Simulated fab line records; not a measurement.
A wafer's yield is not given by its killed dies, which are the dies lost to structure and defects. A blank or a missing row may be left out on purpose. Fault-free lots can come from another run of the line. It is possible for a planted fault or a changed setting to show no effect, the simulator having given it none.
fab line records	flow sfq_line
record lots=6	wafers=16	last_day=85
route steps=325 shown M1@65 I1@73
lots with no fault: from the same line, run without faults
start_h: hours from the record's first day to the start of the lot's first wafer shown	wait_h: hours elapsed since this lot's preceding step	" identical to the entry in the row above	L1.1+2: one row covering several wafers at once	- either no value or no given start	* or withheld: withheld	< > ~ a bound
route shown NAME@n: names a module that has steps shown in the file, with the first one's number in the route	usual: mean/standard deviation of fault-free wafers	same: alike in all rows	chamber/n: place in a boat	sites: readings site by site	_std_site: standard deviation of those values	_edge_site: mean of outer sites minus mean of inner sites	radius_mm: how far each site lies from the wafer's centre	mask NAME#n: copy n	behind: the most recent tool/chamber to have shaped the wafer	hold: the reason the lot was held/the length of the hold in hours/how it ended	device: names the non-switching transistor (n, p or np)	end of line: the route-end tests of the same wafers	step lacking rows: just its recipe	killed: dies lost to structure and defects at the first sort, not the wafer's yield	map: dies across one wafer; x = killed, . = not, _ = none there
set.NAME: setting as actually run; set.NAME@STEP: the setting as run at that earlier step	model.NAME: the simulator's own value behind a step, which no gauge read
lots seen at some steps along the route; tables by step, rows by wafer
services: a tool's chamber out of use, with start hour (start_h, from the record's first day; less than 0 if before it), hours out, and reason
## steps
# step SFQ_TRILAYER_M1_LITHO_EXPOSE_040
# recipe mask_id=M1	na=0.6	source_shape=conventional	sigma_outer=0.65	target_cd_nm=500	dose_mj=14.4
# step SFQ_TRILAYER_M1_LITHO_PEB_042
# recipe peb_temp_c=115	peb_time_s=60	resist=KrF
# step SFQ_TRILAYER_M1_LITHO_DEVELOP_041
# recipe time_s=60	resist=KrF
# step SFQ_M1_OVL_MEAS_911
# usual M1_OVL=1/4.9
lot.wafer	tool	chamber	start_h	wait_h	M1_OVL[nm]
L696.3	overlay-01	-	574.28	0.1	5
L696.4	"	-	"	"	2
L696.6	"	-	"	"	4
L698.2	overlay-01	-	604.19	0.1	4
L698.4	"	-	"	"	0
L698.6	"	-	"	"	10
L700.2	overlay-01	-	610.19	0.1	-1
L700.5	"	-	"	"	-5
L700.6	"	-	"	"	-2
L703.3	overlay-01	-	642.52	0.1	-1
L703.6	"	-	"	"	4
L704.3	overlay-01	-	649.72	0.1	2
L704.6	"	-	"	"	0
L711.1	overlay-02	-	742.08	0.1	4
L711.2	"	-	"	"	0
L711.5	"	-	"	"	6
# step SFQ_TRILAYER_M1_BARC_OPEN_METAL_ETCH_054
# recipe mask_material=PR	chemistry=O2	target_depth_nm=125	target=BARC	icp_w=600	bias_w=80	pressure_mtorr=10	time_s=41.7
# usual drypump_motor_current_A=5.9/0.4	oes_product_au=0.686/0.0044
lot.wafer	tool	chamber	start_h	wait_h	drypump_motor_current_A	oes_product_au	rf_hours_counter_h
L696.3	rie_metal-02	1	574.32	0.0	6.2	0.687	-
L696.4	"	0	"	"	5.4	0.682	-
L696.6	"	0	"	"	5.4	0.683	-
L698.2	rie_metal-04	0	604.22	0.0	5.7	0.685	28
L698.4	"	0	"	"	5.7	0.684	-
L698.6	"	1	"	"	5.6	0.691	-
L700.2	rie_metal-02	0	610.22	0.0	5.4	0.688	99
L700.5	"	0	"	"	5.4	0.684	-
L700.6	"	1	"	"	6.2	0.692	-
L703.3	rie_metal-03	0	642.56	0.0	6.2	0.690	-
L703.6	"	1	"	"	6.5	0.689	-
L704.3	rie_metal-02	1	649.76	0.0	6.2	0.678	-
L704.6	"	1	"	"	6.2	0.685	-
L711.1	rie_metal-02	1	742.11	0.0	6.2	0.686	143
L711.2	"	0	"	"	5.4	0.680	119
L711.5	"	1	"	"	6.2	0.675	-
# step SFQ_TRILAYER_M1_ETCH_METAL_ETCH_042
# recipe target=Nb	stop_on=SiO2	mask_material=PR	chemistry=Cl2/Ar	target_depth_nm=240	icp_w=600	bias_w=80	pressure_mtorr=10	time_s=120
# usual drypump_motor_current_A=5.9/0.4	oes_product_au=0.893/0.0069
lot.wafer	tool	chamber	start_h	wait_h	drypump_motor_current_A	oes_product_au	rf_hours_counter_h
L696.3	rie_metal-02	1	574.41	0.1	6.2	0.893	-
L696.4	"	0	"	"	5.4	0.899	-
L696.6	"	0	"	"	5.4	0.897	-
L698.2	rie_metal-04	0	604.28	0.0	5.7	0.888	28
L698.4	"	0	"	"	5.7	0.893	-
L698.6	"	1	"	"	5.5	0.900	-
L700.2	rie_metal-02	0	610.28	0.0	5.4	0.892	99
L700.5	"	0	"	"	5.4	0.883	-
L700.6	"	1	"	"	6.2	0.890	-
L703.3	rie_metal-03	0	642.64	0.1	6.2	0.902	-
L703.6	"	1	"	"	6.6	0.902	-
L704.3	rie_metal-02	1	649.84	0.1	6.2	0.893	-
L704.6	"	1	"	"	6.2	0.894	-
L711.1	rie_metal-02	1	742.17	0.0	6.2	0.895	143
L711.2	"	0	"	"	5.4	0.899	119
L711.5	"	1	"	"	6.2	0.896	-
# step SFQ_TRILAYER_M1_STRIP_STRIP_043
# recipe gas=O2	power_w=200	platen_temp_c=40	overash_fraction=0.65	chemistry=O2	pressure_mtorr=50
# usual drypump_motor_current_A=5.9/0.4	oes_product_au=1.000/0.012
lot.wafer	tool	chamber	start_h	wait_h	drypump_motor_current_A	oes_product_au	rf_hours_counter_h
L696.3	rie_metal-02	1	574.69	0.2	6.2	1.012	-
L696.4	"	0	"	"	5.4	0.992	-
L696.6	"	0	"	"	5.4	0.998	-
L698.2	rie_metal-04	0	604.40	0.1	5.7	0.978	28
L698.4	"	0	"	"	5.7	0.986	-
L698.6	"	1	"	"	5.5	0.991	-
L700.2	rie_metal-02	0	610.40	0.1	5.4	0.993	100
L700.5	"	0	"	"	5.5	0.998	-
L700.6	"	1	"	"	6.2	1.019	-
L703.3	rie_metal-03	0	642.93	0.2	6.2	1.005	-
L703.6	"	1	"	"	6.7	1.006	-
L704.3	rie_metal-02	1	650.13	0.2	6.2	1.004	-
L704.6	"	1	"	"	6.2	1.001	-
L711.1	rie_metal-02	1	742.30	0.1	6.2	0.999	143
L711.2	"	0	"	"	5.4	0.988	119
L711.5	"	1	"	"	6.2	1.009	-
# step SFQ_TRILAYER_M1_STRIP_SOLV_CLEAN_044
# recipe chemistry=NMP	temp_c=70	time_s=600
# step SFQ_TRILAYER_I1_DEP_PECVD_045
# recipe material=SiO2	temp_c=150	time_s=111.11	pressure_torr=2.4	rf_w=183.3	precursor=SiH4/N2O	target_thk_nm=500
# usual heater_power_w=88/16	throttle_valve_pct=25.4/2.3
lot.wafer	tool	chamber	start_h	wait_h	heater_power_w	throttle_valve_pct
L696.3	pecvd-04	0	575.26	0.0	92	25.1
L696.4	"	0	"	"	96	24.8
L696.6	"	1	"	"	80	26.5
L698.2	pecvd-01	2	605.18	0.0	100	23.9
L698.4	"	1	"	"	115	31.7
L698.6	"	0	"	"	57	24.7
L700.2	pecvd-01	2	611.18	0.0	107	24.0
L700.5	"	2	"	"	107	24.0
L700.6	"	0	"	"	55	24.4
L703.3	pecvd-04	1	643.50	0.0	80	26.4
L703.6	"	1	"	"	66	26.5
L704.3	pecvd-01	0	650.88	0.0	59	24.8
L704.6	"	2	"	"	106	24.0
L711.1	pecvd-02	0	743.07	0.0	72	24.4
L711.2	"	2	"	"	95	23.6
L711.5	"	0	"	"	75	24.3
# step SFQ_TRILAYER_I1_CMP_CMP_046
# recipe material=SiO2	down_force_psi=3	platen_rpm=60	pad_velocity_m_s=0.94248
# step SFQ_I1_BOW_MEAS_912
# recipe mode=bow
# usual I1_BOW=0/6.6
lot.wafer	tool	chamber	start_h	wait_h	I1_BOW[um]
L696.3	film_metro-04	-	579.04	1.5	7
L696.4	"	-	"	"	7
L696.6	"	-	"	"	8
L698.2	film_metro-03	-	608.28	1.5	-5
L698.4	"	-	"	"	5
L698.6	"	-	"	"	3
L700.2	film_metro-01	-	617.28	1.5	4
L700.5	"	-	"	"	-1
L700.6	"	-	"	"	5
L703.3	film_metro-04	-	650.79	1.0	12
L703.6	"	-	"	"	-1
L704.3	film_metro-04	-	654.00	2.0	-12
L704.6	"	-	"	"	14
L711.1	film_metro-01	-	746.64	1.5	8
L711.2	"	-	"	"	-4
L711.5	"	-	"	"	4
# step SFQ_TRILAYER_I1_METRO_MEASURE_047
# step SFQ_TRILAYER_I1_VIA_LITHO_COAT_054
# recipe resist=BARC	spin_rpm=3000	resist_thk_nm=62
lot.wafer	tool	chamber	start_h	wait_h	model.BARC_of_TRILAYER_I1_VIA_LITHO_COAT_054.thk_nm
L696.3	litho_track-01	0	580.42	0.7	62.08
L696.4+6	"	0	"	"	62.05
L698.2	litho_track-01	0	609.63	0.8	62.24
L698.4	"	0	"	"	62.48
L698.6	"	0	"	"	62.31
L700.2	litho_track-02	0	618.63	0.8	61.92
L700.5	"	0	"	"	61.95
L700.6	"	0	"	"	62.12
L703.3	litho_track-02	0	652.17	0.7	61.97
L703.6	"	0	"	"	64.95
L704.3	litho_track-02	0	655.38	0.7	62.22
L704.6	"	0	"	"	64.63
L711.1	litho_track-03	0	747.96	1.0	62.09
L711.2	"	0	"	"	62.06
L711.5	"	0	"	"	62
# step SFQ_TRILAYER_I1_VIA_LITHO_COAT_049
# recipe resist=KrF	spin_rpm=3000	resist_thk_nm=650
# step SFQ_TRILAYER_I1_VIA_LITHO_SOFTBAKE_053
# recipe temp_c=withheld	time_s=withheld	resist=KrF
# step SFQ_TRILAYER_I1_VIA_LITHO_EXPOSE_050
# recipe mask_id=I1	na=0.6	source_shape=conventional	sigma_outer=0.65	target_cd_nm=500	dose_mj=21.3
# step SFQ_TRILAYER_I1_VIA_LITHO_PEB_052
# recipe peb_temp_c=115	peb_time_s=60	resist=KrF
# step SFQ_TRILAYER_I1_VIA_LITHO_DEVELOP_051
# recipe time_s=60	resist=KrF
# step SFQ_I1_OVL_MEAS_913
# usual I1_OVL=0/4.9
lot.wafer	tool	chamber	start_h	wait_h	I1_OVL[nm]
L696.3	overlay-01	-	648.84	0.1	5
L696.4	"	-	"	"	-2
L696.6	"	-	"	"	6
L698.2	overlay-01	-	651.23	0.1	0
L698.4	"	-	"	"	5
L698.6	"	-	"	"	4
L700.2	overlay-01	-	653.63	0.1	2
L700.5	"	-	"	"	-6
L700.6	"	-	"	"	-9
L703.3	overlay-01	-	800.04	0.1	-3
L703.6	"	-	"	"	-7
L704.3	overlay-02	-	808.44	0.1	1
L704.6	"	-	"	"	-5
L711.1	overlay-01	-	883.35	0.1	1
L711.2	"	-	"	"	-4
L711.5	"	-	"	"	5
# step SFQ_TRILAYER_I1_VIA_BARC_OPEN_VIA_ETCH_071
# recipe mask_material=PR	chemistry=O2	target_depth_nm=125	target=BARC	source_w=500	bias_w=80	pressure_mtorr=30	time_s=41.7
# usual drypump_motor_current_A=5.56/0.24	oes_product_au=0.685/0.0052
lot.wafer	tool	chamber	start_h	wait_h	drypump_motor_current_A	oes_product_au	rf_hours_counter_h	model.etch.depth_nm
L696.3	rie_diel-02	1	648.86	0.0	5.75	0.686	4	62.08
L696.4	"	3	"	"	5.77	0.693	5	62.05
L696.6	"	0	"	"	5.53	0.691	-	62.05
L698.2	rie_diel-01	3	651.26	0.0	5.64	0.693	11	62.24
L698.4	"	1	"	"	5.55	0.683	-	62.48
L698.6	"	2	"	"	5.41	0.688	-	62.31
L700.2	rie_diel-01	2	653.66	0.0	5.40	0.688	3	61.92
L700.5	"	1	"	"	5.55	0.679	-	61.95
L700.6	"	2	"	"	5.40	0.695	-	62.12
L703.3	rie_diel-02	2	800.07	0.0	5.59	0.687	3	61.97
L703.6	"	1	"	"	5.76	0.708	-	64.95
L704.3	rie_diel-04	1	808.47	0.0	5.97	0.685	9	62.22
L704.6	"	3	"	"	5.39	0.708	-	64.63
L711.1	rie_diel-01	3	883.39	0.0	5.65	0.683	13	62.09
L711.2	"	0	"	"	5.08	0.679	3	62.06
L711.5	"	0	"	"	5.08	0.693	-	62
# step SFQ_TRILAYER_I1_VIA_ETCH_VIA_ETCH_052
# recipe target=SiO2	stop_on=Nb	mask_material=PR	taper_deg=20	chemistry=CHF3	target_depth_nm=260	source_w=500	bias_w=80	pressure_mtorr=30	time_s=withheld
# usual drypump_motor_current_A=5.56/0.24	oes_product_au=0.854/0.0052
lot.wafer	tool	chamber	start_h	wait_h	drypump_motor_current_A	oes_product_au
L696.3	rie_diel-02	1	648.90	0.0	5.76	0.858
L696.4	"	3	"	"	5.78	0.843
L696.6	"	0	"	"	5.46	0.854
L698.2	rie_diel-01	3	651.30	0.0	5.65	0.854
L698.4	"	1	"	"	5.55	0.859
L698.6	"	2	"	"	5.41	0.862
L700.2	rie_diel-01	2	653.70	0.0	5.41	0.865
L700.5	"	1	"	"	5.54	0.849
L700.6	"	2	"	"	5.42	0.848
L703.3	rie_diel-02	2	800.11	0.0	5.56	0.851
L703.6	"	1	"	"	5.76	0.845
L704.3	rie_diel-04	1	808.51	0.0	5.97	0.849
L704.6	"	3	"	"	5.39	0.860
L711.1	rie_diel-01	3	883.43	0.0	5.63	0.857
L711.2	"	0	"	"	5.11	0.862
L711.5	"	0	"	"	5.11	0.855
## services
tool	chamber	start_h	hours	kind
rie_diel-02	3	552.27	40.7	repair
pecvd-01	2	562.66	14.7	repair
rie_diel-02	1	566.85	6.0	repair
rie_diel-02	2	572.82	10.1	repair
rie_diel-01	0	576.52	2.7	repair
rie_metal-04	1	579.56	3.3	repair
rie_diel-01	3	609.09	2.7	repair
rie_metal-04	-	624.32	2.8	pm
rie_diel-02	1	676.52	4.2	repair
rie_metal-04	0	682.35	22.8	repair
rie_metal-02	-	686.48	0.4	repair
pecvd-01	2	714.61	8.5	repair
rie_metal-02	1	723.64	10.1	repair
rie_diel-02	1	744.80	2.3	repair
rie_metal-04	-	750.68	1.3	repair
rie_diel-01	-	750.98	0.9	repair
rie_diel-02	1	770.43	4.3	repair
rie_diel-02	0	785.22	20.2	repair
rie_metal-04	-	804.54	0.7	repair
rie_metal-02	-	813.21	1.2	repair
rie_metal-04	0	831.78	5.8	repair
rie_diel-02	0	843.31	5.9	repair
rie_diel-02	-	848.31	14.6	pm
rie_metal-04	-	877.55	0.2	repair
## key
first_sign step=SFQ_TRILAYER_I1_VIA_BARC_OPEN_VIA_ETCH_071	reading=oes_product_au	direction=up	sigmas=4.4	usual=0.685	struck=0.708
effect none on later readings
model_effect step=SFQ_TRILAYER_I1_VIA_LITHO_COAT_054	value=BARC_of_TRILAYER_I1_VIA_LITHO_COAT_054.thk_nm	without=62.16	struck=64.79
model_effect step=SFQ_TRILAYER_I1_VIA_BARC_OPEN_VIA_ETCH_071	value=etch.depth_nm	without=62.16	struck=64.79
met_at SFQ_TRILAYER_I1_VIA_LITHO_COAT_054
struck_wafers L703.6,L704.6
onset_between 618.63 652.17
fault kind=process_parameter_drift	tool=litho_track-02	chamber=-	onset_h=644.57	steps=SFQ_TRILAYER_I1_VIA_LITHO_COAT_054	channel=resist_thk_nm	offset=2.6301	shape=step	end_h=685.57	scope=struck_wafers_only	acts_in=these_recipes_only	stated=62
